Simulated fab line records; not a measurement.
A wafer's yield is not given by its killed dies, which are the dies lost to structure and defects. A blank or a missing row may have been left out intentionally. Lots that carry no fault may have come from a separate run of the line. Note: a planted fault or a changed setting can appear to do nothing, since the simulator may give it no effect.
2 desks, one fault ; flow sky130 ; each desk holds nothing but its own numbers, with what lay behind them at the end

## TOOL OWNER'S DESK, rie-diel-01
The tool's own readings at SKY_CONTACT_ETCH_18 (etches Si3N4 in CHF3/O2, stops on TiN, time 39 s, target depth 75 nm): means of the sampled wafers that have a number, for each lot that ran on this tool. A lot is out of limits, marked OUT, if its mean lies more than 4 standard deviations from the usual mean; the brackets give that distance.
Columns: A = drypump-motor-current-A at SKY_CONTACT_ETCH_18, usual 5.7 A; B = oes-product-au at SKY_CONTACT_ETCH_18, usual 0.854 a.u.; C = throttle-valve-pct at SKY_CONTACT_ETCH_18, usual 8.793 %
lot;first seen here;A;B;C
L841;day 32 22:00;5.7;0.852;8.803
L842;day 33 05:00;6.3;0.858;8.790
L845;day 33 23:00;6.2;0.842;8.783
L849;day 35 13:00;5.7;0.848;8.791
L851;day 36 02:00;5.9;0.857;8.796
L860;day 38 09:00;6.0;0.850;8.798
This desk found nothing out of limits on any of the 6 lots.

## AT THE METROLOGY DESK
Lot by lot, what the gauges showed, no matter which tool ran the lot: averages of those sampled wafers that carry a number. A lot is out of limits, marked OUT, if its mean lies more than 4 standard deviations from the usual mean; the brackets give that distance.
Columns: A = LI_CONTACT_OVL at SKY_LI_CONTACT_OVL_MEAS_13, usual 3 nm
lot;first seen here;A
L838;day 29 00:03;9
L839;day 29 09:13;5
L840;day 29 22:26;9
L841;day 30 12:50;8
L842;day 30 19:46;4
L843;day 31 04:52;6
L844;day 31 08:29;5
L845;day 31 13:43;4
L846;day 32 02:40;5
L849;day 33 05:34;0
L851;day 33 19:00;11
L859;day 35 23:52;8
L860;day 36 03:49;0
L861;day 36 17:28;-6
This desk found nothing out of limits on any of the 14 lots.

## BROUGHT TOGETHER
The desk of the tool owner found nothing out of limits.
Nothing out of limits was seen by the metrology desk.

## WHAT HAD BEEN PUT IN BY THE SIMULATOR
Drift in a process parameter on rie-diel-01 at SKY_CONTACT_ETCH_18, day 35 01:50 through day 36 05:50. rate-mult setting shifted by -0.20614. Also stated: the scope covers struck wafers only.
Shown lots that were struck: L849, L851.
